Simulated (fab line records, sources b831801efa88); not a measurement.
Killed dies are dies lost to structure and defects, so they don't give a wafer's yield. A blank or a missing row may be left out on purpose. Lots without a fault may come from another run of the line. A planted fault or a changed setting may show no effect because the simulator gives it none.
A struck lot beside a sound one | flow sky130 | 14 steps out of a route of 708
Sound: wafers L513.3, L513.4, L513.6. Struck: wafers L519.2, L519.3, L519.4. The cause comes at the end.
At each step with rows: each side's tool, then ch and its chambers, then its first start. Under that, the readings that differ: sound wafers | struck wafers | difference of the means | sigmas: that difference in standard deviations of wafers without a fault.
alike: readings whose means differ by less than 2 such deviations, and words and numbers that are the same on both sides. not compared: withheld readings, readings that some wafer has no value for, bounds like >300 that may hide the same value, and numbers for which the record gives no deviation and whose values overlap.
The two part at a step that has a row with sigmas, a row that says differs or no value, or rows on one side only. Numbers that don't overlap but have no deviation are shown without sigmas and don't part them. A reading that every wafer of one side lacks parts them only if that side has two wafers or more.

first, 5 steps without rows for these wafers: SKY_FIELD_ISO_WET_ETCH_18 (etches Si3N4 in H3PO4, target depth 25 nm, time 286 s); SKY_FIELD_ISO_CLEAN_19 (cleans in SC1/SC2, time 150 s); SKY_FIELD_ISO_CLEAN_20 (cleans in dHF, time 20 s); SKY_FIELD_ISO_WET_ETCH_21 (etches SiO2 in dHF, target depth 20 nm, time 400 s); SKY_FIELD_ISO_OXIDATION_22 (stabilise 600 s, purge 300 s, target thk 10 nm).
SKY_FIELD_ISO_THK_MEAS_23:
  sound on film_metro-02, day 4 06:33; struck on film_metro-02, day 5 11:50
  alike: FIELD_ISO_OXIDATION_01_THK
then, 1 step without rows for these wafers: SKY_FIELD_ISO_CVD_24 (deposits SiO2, target thk 595 nm, time 99.2 s).
SKY_FIELD_ISO_THK_MEAS_25:
  sound on film_metro-04, day 4 06:41; struck on film_metro-03, day 5 11:58
  alike: FIELD_ISO_CVD_24_THK
then, 1 step without rows for these wafers: SKY_FIELD_ISO_ANNEAL_26 (time 1800 s).
SKY_FIELD_ISO_CMP_27: polishes, stops on Si3N4, t overpolish 16 s, target thk 457.8 nm.
  sound on cmp-02 ch 1,2,3, day 4 10:33; struck on cmp-02 ch 0,1,3, day 5 14:08
  alike: motor_current_A, overpolish_run_s, platen_rpm, time_to_endpoint_s
then, 2 steps without rows for these wafers: SKY_FIELD_ISO_WET_ETCH_28 (etches SiO2 in dHF, target depth 23.7 nm, time 47 s); SKY_FIELD_ISO_WET_ETCH_29 (etches Si3N4 in H3PO4, target depth 160 nm, time 1825 s).
SKY_FIELD_ISO_WET_ETCH_30: etches SiO2 in dHF, target depth 25 nm, time 50 s.
  sound on wet_bench-02 ch 2, day 4 11:23; struck on wet_bench-01 ch 3, day 5 15:02
  no value came back on the struck wafers for bath_heat_duty_pct (%), run_length_s (s); on the sound wafers bath_heat_duty_pct (%) reads 6.2 6.6 6.8
  reading                                          | sound           | struck            | difference | sigmas
  model.SiO2_of_FIELD_ISO_CVD_24.thk_nm (nm)       | 403.3 405 404.7 | 432.3 432.1 432.2 | +27.9      |
  model.SiO2_of_FIELD_ISO_OXIDATION_01.thk_nm (nm) | 0 0 0           | 11.28 11.28 11.3  | +11.29     |
SKY_PAD_OPEN_PROBE_99:
  the record has rows for the sound wafers here (prober-02, day 48 06:23) and none for the struck ones

WHERE THEY PART
First at SKY_FIELD_ISO_WET_ETCH_30; last, within this record, at SKY_PAD_OPEN_PROBE_99.

WHY: what the simulator had put in
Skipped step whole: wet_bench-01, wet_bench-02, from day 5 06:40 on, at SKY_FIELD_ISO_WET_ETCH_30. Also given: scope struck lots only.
